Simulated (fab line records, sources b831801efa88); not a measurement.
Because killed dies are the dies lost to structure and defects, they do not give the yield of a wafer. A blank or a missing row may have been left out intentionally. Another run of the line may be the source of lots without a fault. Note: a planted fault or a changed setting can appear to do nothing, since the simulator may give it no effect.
Struck lot and sound lot, side by side :: flow sky130 :: 14 steps out of a route of 708
Sound: wafers L586.2, L586.3, L586.4. Struck: wafers L597.4, L597.5, L597.6. The cause is given at the end.
Per side, at each step with rows, come the tool, then ch with its chambers, and then its first start. Under that, the readings that differ: sound wafers :: struck wafers :: difference of the means :: sigmas: that difference in standard deviations of wafers without a fault.
alike: a reading whose means differ by less than 2 such deviations, as well as words and numbers matching on both sides. not compared: withheld readings; readings where some wafer has no value; bounds like >300 that might hide an equal value; numbers whose values overlap and for which the record gives no deviation.
Wherever a step has rows on one side only, a row that says differs or no value, or a row with sigmas, the two part there. Non-overlapping numbers with no deviation appear without sigmas and do not part them. Lack of a reading on every wafer of one side parts them only where that side has two or more wafers.

first, 2 steps without rows for these wafers: SKY_POLY_GATE_CLEAN_19 (cleans in SC1/SC2, time 150 s); SKY_POLY_GATE_OXIDATION_20 (stabilise 600 s, purge 300 s, target thk 4 nm).
SKY_POLY_GATE_THK_MEAS_21:
  sound on film-metro-01, day 16 22:25; struck on film-metro-03, day 20 18:38
  alike: POLY_GATE_OXIDATION_THK
SKY_POLY_GATE_CD_MEAS_22:
  sound on cd-sem-01, day 16 22:29; struck on cd-sem-01, day 20 18:45
  alike: cd-nm
then, 7 steps without rows for these wafers: SKY_LDD_N_DEHYDRATE_00 (time 60 s); SKY_LDD_N_HMDS_01 (prime time 60 s); SKY_LDD_N_COAT_02 (resist thk 300 nm); SKY_LDD_N_SOFTBAKE_03 (time 60 s); SKY_LDD_N_EXPOSE_04 (exposes mask NTM, target cd 840 nm); SKY_LDD_N_PEB_05; SKY_LDD_N_DEVELOP_06 (develop time 60 s).
SKY_LDD_N_OVL_MEAS_07:
  sound on overlay-01, day 18 04:52; struck on overlay-02, day 22 01:53
  alike: LDD_N_OVL
SKY_LDD_N_IMPLANT_08:
  sound on implanter-01 ch 0, day 18 04:56; struck on implanter-03 ch 0, day 22 01:58
reading: dose-ions-cm2
sound: 7.485e+13 7.493e+13 7.497e+13
struck: 7.191e+13 7.186e+13 7.197e+13
difference: -3.003e+12
sigmas: -35
  alike: beam-on-s
then, 1 step without rows for these wafers: SKY_LDD_N_IMPLANT_09.

## WHERE THEY PART
Only at SKY_LDD_N_IMPLANT_08, within this record.

WHY: what the simulator had put in
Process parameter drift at SKY_LDD_N_IMPLANT_08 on implanter-03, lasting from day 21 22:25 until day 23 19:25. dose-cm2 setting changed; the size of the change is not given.
